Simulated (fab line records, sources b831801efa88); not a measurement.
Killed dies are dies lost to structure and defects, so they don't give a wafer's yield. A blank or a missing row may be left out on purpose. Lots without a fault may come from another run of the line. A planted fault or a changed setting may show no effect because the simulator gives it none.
Which tool did it? | flow gf180mcu | 6 lots, 18 wafers sampled, at 2 steps of a route of 602

WHAT THE GAUGES READ, wafer by wafer
GF_SALICIDE_RS_MEAS_04: measures by four-point-probe.
lot  | measured     | on            | SALICIDE_TIN_RS (ohm/sq)
L107 | day 15 16:26 | film_metro-04 | 15.86 15.69 16.44
L109 | day 16 15:02 | film_metro-03 | 16.48 16.60 16.29
L114 | day 18 09:10 | film_metro-03 | 16.08 16.46 16.11
L118 | day 19 16:35 | film_metro-03 | 28.67 28.94 28.15
L126 | day 22 11:16 | film_metro-02 | 16.30 16.03 16.17
L128 | day 23 02:28 | film_metro-04 | 16.55 16.47 16.40

WHICH TOOL RAN EACH LOT (tool, then ch and the chambers of the sampled wafers, then the start)
lot  | GF_SALICIDE_SPUTTER_02
L107 | pvd_sputter-01, day 15 16:22
L109 | pvd_sputter-01, day 16 14:58
L114 | pvd_sputter-02, day 18 09:07
L118 | pvd_sputter-02, day 19 16:30
L126 | pvd_sputter-04, day 22 11:13
L128 | pvd_sputter-04, day 23 02:21
- GF_SALICIDE_SPUTTER_02: material Co, target thk 10 nm, time 20 s.

THE ANSWER, worked out from the rows above alone
Rule: what is usual is taken from the lots themselves. Put in order of their means at a reading, lots are off if they are a third of the lots or fewer, leave a main group of 4 or more, and stand apart from it by a gap of 3 or more times the standard deviation of the main group's means; of several such gaps the widest counts. A main group whose means are all the same, to the digits that the tables above print for the reading, isn't used. A lot without any number at a reading at which 4 lots or more have one is off too. The other lots that the step has rows for count as sound.
Off: L118, at GF_SALICIDE_RS_MEAS_04 (SALICIDE_TIN_RS). The main group: mean 16.26 ohm/sq, standard deviation 0.18.
A tool fits if, at a process step before that reading, it ran every lot that is off, and no sound lot after the first of them. The gauges at GF_SALICIDE_RS_MEAS_04 are tried like those tools. Can't be told from this: 2 tools fit, pvd_sputter-02 at GF_SALICIDE_SPUTTER_02, film_metro-03 at GF_SALICIDE_RS_MEAS_04.

WHAT THE SIMULATOR HAD PUT IN
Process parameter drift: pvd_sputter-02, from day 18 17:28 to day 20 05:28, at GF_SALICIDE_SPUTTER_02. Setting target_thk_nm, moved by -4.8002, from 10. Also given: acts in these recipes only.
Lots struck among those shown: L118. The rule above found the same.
